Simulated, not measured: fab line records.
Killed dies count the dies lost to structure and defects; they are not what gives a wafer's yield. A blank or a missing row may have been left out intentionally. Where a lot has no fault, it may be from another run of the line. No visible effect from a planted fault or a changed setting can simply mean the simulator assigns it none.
Which tool did it? | flow gf180mcu | 39 wafers from 13 lots sampled at 3 of the route's 602 steps

== WHAT THE GAUGES READ, wafer by wafer ==
GF_SAB_CD_MEAS_09 targets a cd of 420 nm. Usual: cd_nm at 420.2 nm, with a standard deviation of 2.5.
lot  | measured     | on        | cd_nm (nm)        | flag
L192 | day 15 06:46 | cd_sem-01 | 420.3 421.6 420.2 |
L193 | day 15 22:21 | cd_sem-02 | 418.7 418.6 417.9 |
L194 | day 16 05:10 | cd_sem-01 | 422.8 421.2 424.1 |
L195 | day 16 13:42 | cd_sem-01 | 423.4 421.6 423.6 |
L196 | day 16 18:07 | cd_sem-01 | 423.6 421.6 421.8 |
L197 | day 17 08:28 | cd_sem-02 | 418.9 419.9 418.7 |
L198 | day 17 15:59 | cd_sem-02 | 421.2 419.5 418.8 |
L205 | day 20 12:07 | cd_sem-01 | 432.1 431.6 430.1 | OFF
L207 | day 21 05:24 | cd_sem-01 | 431.2 432.5 430.9 | OFF
L209 | day 21 23:07 | cd_sem-01 | 420.8 421.2 422.5 |
L210 | day 22 03:41 | cd_sem-01 | 421.5 421.9 420.9 |
L212 | day 22 11:34 | cd_sem-01 | 422.6 421.3 421.8 |
L213 | day 23 00:28 | cd_sem-01 | 420.5 421.7 420.1 |

GF_SAB_OVL_MEAS_10. Usual: for SAB_OVL the level is 0.0 nm and the standard deviation is 1.5.
lot  | measured     | on         | SAB_OVL (nm)   | flag
L192 | day 15 06:53 | overlay-01 | 2.0 0.5 0.2    |
L193 | day 15 22:28 | overlay-01 | -2.7 -0.7 -0.8 |
L194 | day 16 05:17 | overlay-01 | -1.8 -1.6 -1.8 |
L195 | day 16 13:47 | overlay-01 | 0.8 -1.4 -0.3  |
L196 | day 16 18:14 | overlay-01 | 0.2 -0.2 1.0   |
L197 | day 17 08:35 | overlay-01 | 1.7 1.4 0.9    |
L198 | day 17 16:05 | overlay-01 | 0.2 0.0 -0.3   |
L205 | day 20 12:14 | overlay-01 | 1.5 0.0 -0.3   |
L207 | day 21 05:29 | overlay-01 | 0.3 -0.8 0.4   |
L209 | day 21 23:14 | overlay-01 | -0.2 1.2 2.3   |
L210 | day 22 03:49 | overlay-01 | -0.7 -1.9 -2.0 |
L212 | day 22 11:41 | overlay-02 | 1.2 2.3 1.9    |
L213 | day 23 00:35 | overlay-02 | -0.7 -1.1 0.1  |

== TOOL THAT RAN EACH LOT (tool first, then ch and the chambers of the sampled wafers, then the start) ==
lot  | GF_SAB_EXPOSE_06
L192 | iline_stepper-01 ch 0, day 14 21:02
L193 | iline_stepper-02 ch 0, day 15 11:36
L194 | iline_stepper-01 ch 0, day 15 18:23
L195 | iline_stepper-02 ch 0, day 16 02:26
L196 | iline_stepper-01 ch 0, day 16 07:14
L197 | iline_stepper-01 ch 0, day 16 21:45
L198 | iline_stepper-02 ch 0, day 17 04:19
L205 | iline_stepper-01 ch 0, day 20 00:14
L207 | iline_stepper-01 ch 0, day 20 17:55
L209 | iline_stepper-02 ch 0, day 21 10:08
L210 | iline_stepper-02 ch 0, day 21 15:36
L212 | iline_stepper-02 ch 0, day 22 01:03
L213 | iline_stepper-02 ch 0, day 22 12:10
- GF_SAB_EXPOSE_06: exposes mask SAB, target cd 420 nm.

== AS READ BY THE TOOLS THEMSELVES (means over the sampled wafers that have a number; for cases with no such wafer, the mark the record gives instead) ==
GF_SAB_EXPOSE_06. Usual: exposure_dose_mJ_cm2 at 140.16, with a standard deviation of 0.12.
lot  | tool             | exposure_dose_mJ_cm2 | flag
L192 | iline_stepper-01 | 140.13               |
L193 | iline_stepper-02 | 140.20               |
L194 | iline_stepper-01 | 140.18               |
L195 | iline_stepper-02 | 140.14               |
L196 | iline_stepper-01 | 139.99               |
L197 | iline_stepper-01 | 140.25               |
L198 | iline_stepper-02 | 140.21               |
L205 | iline_stepper-01 | 133.65               | OFF
L207 | iline_stepper-01 | 134.98               | OFF
L209 | iline_stepper-02 | 140.16               |
L210 | iline_stepper-02 | 140.03               |
L212 | iline_stepper-02 | 140.17               |
L213 | iline_stepper-02 | 140.15               |

== THE ANSWER, worked out from the rows above alone ==
Rule: take the mean of a lot's wafers that have a number; if it is more than 3 standard deviations from the usual mean, the lot is off. Also off: a lot with no number at a reading for which 4 or more lots have one. Any other lot the step has rows for is counted as sound. After the gauges, taken in route order, come the tools' own readings; for these a lot's mean is taken, as printed above. At the first step where some lot is off, the reading lying furthest off is the one used; lots without a number count as furthest.
Off: L205, L207, at GF_SAB_CD_MEAS_09 (cd_nm).
A tool fits if, at a process step before that reading, it ran every lot that is off, and no sound lot after the first of them. The gauges at GF_SAB_CD_MEAS_09 aren't tried: what is off there is off at GF_SAB_EXPOSE_06 too, on other tools, and a gauge's error can't cause that. One fits: iline_stepper-01 at GF_SAB_EXPOSE_06. A fault onset in the window from L197 (day 16 21:45, its last sound lot) to L205 (day 20 00:14, its first lot off) fits.
On the lots that are off, the tool's own readings at GF_SAB_EXPOSE_06 differ by more than 5 times the standard deviation of the sound lots' means, which bears it out; exposure_dose_mJ_cm2 reads 134.31 there versus 140.15 on the sound lots.

== WHAT THE SIMULATOR PUT IN ==
Process parameter drift: iline_stepper-01, from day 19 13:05 on, at GF_SAB_EXPOSE_06. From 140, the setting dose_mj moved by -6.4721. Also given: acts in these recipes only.
Struck lots among those shown: L205, L207. The rule above found the same.
